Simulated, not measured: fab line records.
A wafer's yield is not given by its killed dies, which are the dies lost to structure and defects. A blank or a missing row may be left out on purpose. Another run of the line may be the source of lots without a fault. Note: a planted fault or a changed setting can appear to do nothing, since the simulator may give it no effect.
Struck lot and sound lot, side by side | flow sky130 | 36 steps out of a route of 708
Sound: these wafers, L849.4, L849.5, L849.6. Struck: wafer L863.2. (L863.3, L863.5 of the same lot were not struck and are left out.) The cause comes at the end.
Per side, at each step with rows, come the tool, then ch with its chambers, and then its first start. Under that, the readings that differ: sound wafers | struck wafers | difference of the means | sigmas: that difference in standard deviations of wafers without a fault.
alike: words and numbers the same on both sides, and readings whose means are apart by under 2 such deviations; not compared: readings that were withheld, readings missing a value for some wafer, numbers with overlapping values and no deviation given by the record, and bounds like >300 which may hide the same value.
Wherever a step has rows on one side only, a row that says differs or no value, or a row with sigmas, the two part there. Non-overlapping numbers with no deviation appear without sigmas and do not part them. A reading that every wafer of one side lacks parts them only if that side has two wafers or more.

first, 1 step without rows for these wafers: SKY_METAL2_DEVELOP_14 (develop time 60 s).
SKY_METAL2_CD_MEAS_15: target cd 140 nm.
  struck on cd_sem-02, day 39 19:17; sound on cd_sem-01, day 35 03:14
  alike: cd_nm
SKY_METAL2_OVL_MEAS_16:
  struck on overlay-01, day 39 19:23; sound on overlay-01, day 35 03:19
  alike: METAL2_OVL
then, 1 step without rows for these wafers: SKY_METAL2_DESCUM_17 (chemistry O2, time 8 s).
SKY_METAL2_ETCH_18: etches BARC in N2/H2, stops on SiO2, time 45.9 s, target depth 60 nm.
  sound on rie_metal-02 ch 0,1, day 35 03:23; struck on rie_metal-02 ch 0, day 39 19:30
  alike: drypump_motor_current_A, oes_product_au, throttle_valve_pct
  not compared: rf_hours_counter_h
then, 1 step without rows for these wafers: SKY_METAL2_METAL_ETCH_19 (etches the open film in Cl2/BCl3, stops on SiO2, target depth 360 nm, time 78 s).
SKY_METAL2_STRIP_20: strips in O2/N2.
  sound on plasma_asher-01 ch 0,1, day 35 03:33; struck on plasma_asher-03 ch 1, day 39 19:47
  reading                | sound | struck | difference                   | sigmas
  rf_hours_counter_h (h) | - - - | 81     | no value on the sound wafers |
  alike: drypump_motor_current_A, oes_product_au, strip_time_to_endpoint_s
then, 4 steps without rows for these wafers: SKY_METAL2_STRIP_21 (strips in post etch residue remover, time 1200 s); SKY_METAL2_CLEAN_22 (cleans in IPA, time 180 s); SKY_METAL2_CLEAN_23 (cleans in O3/DIW); SKY_VIA2_HDPCVD_00 (deposits SiO2, target thk 1180 nm, time 196.7 s).
SKY_VIA2_THK_MEAS_01:
  struck on film_metro-04, day 39 20:35; sound on film_metro-04, day 35 04:16
  alike: VIA2_HDPCVD_THK
SKY_VIA2_CMP_02: polishes SiO2.
  sound on cmp-01 ch 0,3, day 35 04:18; struck on cmp-01 ch 1, day 39 20:44
  reading                                  | sound             | struck | difference | sigmas
  model.SiO2_of_VIA2_HDPCVD_00.thk_nm (nm) | 492.7 494.1 494.6 | 617.7  | +123.9     |
  alike: motor_current_A
SKY_VIA2_BOW_MEAS_03:
  struck on film_metro-02, day 39 20:58; sound on film_metro-01, day 35 04:40
  alike: VIA2_BOW
then, 8 steps without rows for these wafers: SKY_VIA2_DEHYDRATE_04 (time 60 s); SKY_VIA2_HMDS_05 (prime time 60 s); SKY_VIA2_COAT_06 (resist thk 60 nm); SKY_VIA2_COAT_07 (resist thk 450 nm); SKY_VIA2_SOFTBAKE_08 (time 90 s); SKY_VIA2_EXPOSE_09 (exposes mask VIM2, target cd 200 nm); SKY_VIA2_PEB_10; SKY_VIA2_DEVELOP_11 (develop time 60 s).
SKY_VIA2_CD_MEAS_12: target cd 200 nm.
  struck on cd_sem-02, day 40 21:32; sound on cd_sem-02, day 36 07:23
  alike: cd_nm
SKY_VIA2_OVL_MEAS_13:
  struck on overlay-01, day 40 21:39; sound on overlay-02, day 36 07:28
  alike: VIA2_OVL
then, 1 step without rows for these wafers: SKY_VIA2_ETCH_14 (etches BARC in N2/H2, stops on SiO2, time 45.9 s, target depth 60 nm).
SKY_VIA2_ETCH_15: etches SiO2 in C4F8/O2/Ar, stops on TiN, target depth 546 nm, time 84 s.
  sound on rie_diel-03 ch 0,1, day 36 07:31; struck on rie_diel-03 ch 1, day 40 21:43
  reading                          | sound             | struck | difference | sigmas
  oes_product_au (a.u.)            | 0.939 0.938 0.938 | 0.991  | +0.053     | +12
  model.VIA2.feature_depth_nm (nm) | 492.7 494.1 494.6 | 545.3  | +51.5      |
  model.etch.depth_nm (nm)         | 492.7 494.1 494.6 | 545.3  | +51.5      |
  not compared: rf_hours_counter_h
SKY_VIA2_STRIP_16: strips in O2/N2.
  sound on plasma_asher-03 ch 0,1, day 36 07:37; struck on plasma_asher-03 ch 1, day 40 21:47
  reading                | sound | struck | difference                   | sigmas
  rf_hours_counter_h (h) | - - - | 84     | no value on the sound wafers |
  alike: drypump_motor_current_A, oes_product_au, strip_time_to_endpoint_s
then, 3 steps without rows for these wafers: SKY_VIA2_STRIP_17 (strips in post etch residue remover, time 1200 s); SKY_VIA2_CLEAN_18 (cleans in IPA, time 180 s); SKY_VIA2_CLEAN_19 (cleans in O3/DIW).
SKY_VIA2_SPUTTER_20: material TiN, target thk 20 nm, time 80 s.
  struck on pvd_sputter-02, day 40 22:23; sound on pvd_sputter-03, day 36 08:11
  alike: throttle_valve_pct
SKY_VIA2_CVD_21: deposits W, target thk 420 nm, time 126.4 s.
  sound on cvd_w-01 ch 0,1, day 36 08:17; struck on cvd_w-02 ch 0, day 40 22:26
  alike: heater_power_w
SKY_VIA2_CMP_24: polishes, stops on SiO2, t overpolish 20 s, target thk 0 nm.
  sound on cmp-01 ch 2,3, day 36 08:33; struck on cmp-02 ch 2, day 40 22:51
  reading                                  | sound             | struck | difference | sigmas
  model.SiO2_of_VIA2_HDPCVD_00.thk_nm (nm) | 488.3 489.7 490.2 | 613.3  | +123.9     |
  alike: motor_current_A
SKY_METAL3_SPUTTER_00: material Ti, target thk 15 nm, time 10 s.
  the record has rows for the sound wafers here (pvd_sputter-01, day 36 08:51) and none for the struck ones
SKY_METAL3_SPUTTER_01: material TiN, target thk 20 nm, time 16.7 s.
  the record has rows for the sound wafers here (pvd_sputter-01, day 36 08:52) and none for the struck ones
-- the record jumps here: 8 days lie between the struck wafers' starts before and after (it left off in module METAL3 and takes up again in module PAD_OPEN, whose first step shown is number 708 of the route) --
SKY_PAD_OPEN_PROBE_99:
  struck on prober-02, day 49 10:50; sound on prober-01, day 45 19:49
  reading                                 | sound | struck | difference | sigmas
  model.etest.sram_pfet_latch.under_floor | 0 0 0 | 1      | +1         |
  model.etest.tip_p_5v.open               | 0 0 0 | 1      | +1         |
  model.etest.licon_high_po.open          | 0 0 0 | 1      | +1         |
  model.etest.nfet_01v8.under_floor       | 0 0 0 | 1      | +1         |
  model.etest.licon_poly.open             | 0 0 0 | 1      | +1         |
  model.etest.iso_pdiff_pwell.under_floor | 0 0 0 | 1      | +1         |
  model.etest.pfet_g5v0d10v5.under_floor  | 0 0 0 | 1      | +1         |
  model.etest.res_pwde_under_gate.open    | 0 0 0 | 1      | +1         |

== WHERE THEY PART ==
First at SKY_METAL2_STRIP_20; last, within this record, at SKY_METAL3_SPUTTER_01.

WHY: the cause the simulator had injected
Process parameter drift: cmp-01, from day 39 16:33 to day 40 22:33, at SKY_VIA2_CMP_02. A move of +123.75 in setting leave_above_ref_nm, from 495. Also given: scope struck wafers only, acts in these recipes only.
